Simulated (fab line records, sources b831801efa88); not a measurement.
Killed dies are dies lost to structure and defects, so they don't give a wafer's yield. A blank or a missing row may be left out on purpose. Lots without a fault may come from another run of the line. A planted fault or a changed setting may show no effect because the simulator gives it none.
A struck lot beside a sound one | flow sky130 | 15 steps out of a route of 708
Sound: wafers L869.3, L869.4, L869.6. Struck: wafer L877.2. (L877.1, L877.5 of the same lot were not struck and are left out.) The cause comes at the end.
At each step with rows: each side's tool, then ch and its chambers, then its first start. Under that, the readings that differ: sound wafers | struck wafers | difference of the means | sigmas: that difference in standard deviations of wafers without a fault.
alike: readings whose means differ by less than 2 such deviations, and words and numbers that are the same on both sides. not compared: withheld readings, readings that some wafer has no value for, bounds like >300 that may hide the same value, and numbers for which the record gives no deviation and whose values overlap.
The two part at a step that has a row with sigmas, a row that says differs or no value, or rows on one side only. Numbers that don't overlap but have no deviation are shown without sigmas and don't part them. A reading that every wafer of one side lacks parts them only if that side has two wafers or more.

first, 4 steps without rows for these wafers: SKY_VIA2_STRIP_16 (strips in O2/N2); SKY_VIA2_STRIP_17 (strips in post etch residue remover, time 1200 s); SKY_VIA2_CLEAN_18 (cleans in IPA, time 180 s); SKY_VIA2_CLEAN_19 (cleans in O3/DIW).
SKY_VIA2_SPUTTER_20: material TiN, target thk 20 nm, time 80 s.
  sound on pvd_sputter-03, day 37 10:37; struck on pvd_sputter-02, day 40 15:55
  alike: throttle_valve_pct
SKY_VIA2_CVD_21: deposits W, target thk 420 nm, time 126.4 s.
  sound on cvd_w-01 ch 0,1, day 37 10:43; struck on cvd_w-02 ch 0, day 40 15:59
  reading            | sound       | struck | difference | sigmas
  heater_power_w (W) | 936 988 988 | 749    | -222       | -2
SKY_VIA2_RS_MEAS_22: measures by four-point-probe.
  sound on film_metro-03, day 37 10:50; struck on film_metro-03, day 40 16:07
  alike: VIA2_W_RS
SKY_VIA2_THK_MEAS_23: measures by xrf.
  sound on film_metro-03, day 37 10:56; struck on film_metro-03, day 40 16:14
  alike: VIA2_W_THK
SKY_VIA2_CMP_24: polishes, stops on SiO2, t overpolish 20 s, target thk 0 nm.
  sound on cmp-02 ch 0,1,3, day 37 11:02; struck on cmp-02 ch 1, day 40 16:27
  alike: edge_zone_pressure_frac, motor_current_A, overpolish_run_s, time_to_endpoint_s
then, 1 step without rows for these wafers: SKY_METAL3_SPUTTER_00 (material Ti, target thk 15 nm, time 10 s).
SKY_METAL3_SPUTTER_01: material TiN, target thk 20 nm, time 16.7 s.
  sound on pvd_sputter-02, day 37 11:19; struck on pvd_sputter-02, day 40 16:46
  alike: throttle_valve_pct
then, 1 step without rows for these wafers: SKY_METAL3_SPUTTER_02 (material AlCu, target thk 735 nm, time 39.1 s).
SKY_METAL3_SPUTTER_03: material Ti, target thk 5 nm, time 3.3 s.
  sound on pvd_sputter-02, day 37 11:22; struck on pvd_sputter-02, day 40 16:50
  reading                                   | sound            | struck | difference | sigmas
  model.Ti_of_METAL3_SPUTTER_03.thk_nm (nm) | 5.08 4.994 5.047 | 5.507  | +0.467     |
  alike: throttle_valve_pct
SKY_METAL3_SPUTTER_04: material TiN, target thk 70 nm, time 58.3 s.
  sound on pvd_sputter-02, day 37 11:23; struck on pvd_sputter-02, day 40 16:52
  alike: throttle_valve_pct
-- the record jumps here: 8 days lie between the struck wafers' starts before and after (it left off in module METAL3 and takes up again in module PAD_OPEN, whose first step shown is number 708 of the route) --
SKY_PAD_OPEN_PROBE_99:
  sound on prober-01, day 46 20:02; struck on prober-02, day 49 02:44
  reading             | sound    | struck | difference | sigmas
  killed_at_front_end | 30 32 24 | 14     | -15        | -3
  alike: defect_limited_yield, killed_at_M0_to_M3, killed_at_M4_up, killed_at_contacts, killed_at_other, killed_dies, killed_on_rim, killed_open, killed_short, sort_bin_3_pad_short, sort_bin_5_function, sort_bin_6_memory, sort_n_pass, sort_yield_pct

WHERE THEY PART
First at SKY_VIA2_CVD_21; last, within this record, at SKY_PAD_OPEN_PROBE_99.

WHY: what the simulator had put in
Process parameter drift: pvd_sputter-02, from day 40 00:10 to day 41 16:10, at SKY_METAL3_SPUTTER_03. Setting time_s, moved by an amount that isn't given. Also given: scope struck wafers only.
